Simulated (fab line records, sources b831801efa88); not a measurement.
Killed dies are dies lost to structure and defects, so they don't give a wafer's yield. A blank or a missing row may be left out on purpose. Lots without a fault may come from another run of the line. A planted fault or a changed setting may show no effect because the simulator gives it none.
Chamber matching | flow sky130 | SKY_VIA4_CMP_02 on cmp-01: 4 sister chambers
The step polishes SiO2. 4 wafers are shown with their chamber, then 7 later ones without.

WAFERS WITH THEIR CHAMBER
wafer  | chamber | motor_current_A (A)
L151.1 | 0       | 14.5
L153.6 | 2       | 11.0
L154.1 | 1       | 12.4
L154.3 | 3       | 10.6

WAFERS WITHOUT THEIR CHAMBER
wafer  | motor_current_A (A)
L154.6 | 10.9
L156.1 | 10.4
L156.3 | 10.5
L156.4 | 14.1
L163.1 | 10.6
L163.2 | 9.9
L163.4 | 10.7

WHICH CHAMBER EACH WENT THROUGH
wafer  | from the rows above     | in truth
L154.6 | can't be placed: 2 or 3 | 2
L156.1 | can't be placed: 3 or 2 | 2
L156.3 | can't be placed: 3 or 2 | 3
L156.4 | 0                       | 0
L163.1 | can't be placed: 3 or 2 | 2
L163.2 | can't be placed: 3 or 2 | 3
L163.4 | can't be placed: 3 or 2 | 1
Placed correctly: 1 of 7. Can't be placed from these rows: 6 (the true chamber is among the candidates in 5). Placed wrongly: 0.
How it was worked out, from the rows above alone: a wafer's distance from a chamber is the root of the sum, over the readings, of the square of ((its reading less the chamber's mean) divided by the reading's scatter). The wafer belongs to the nearest chamber; if the next one is less than 2 further off, it can't be placed. A chamber's mean is the mean of its shown wafers. The scatter: with one shown wafer a chamber, the root of the mean of the squares of how far each hidden wafer lies from its nearest shown one.
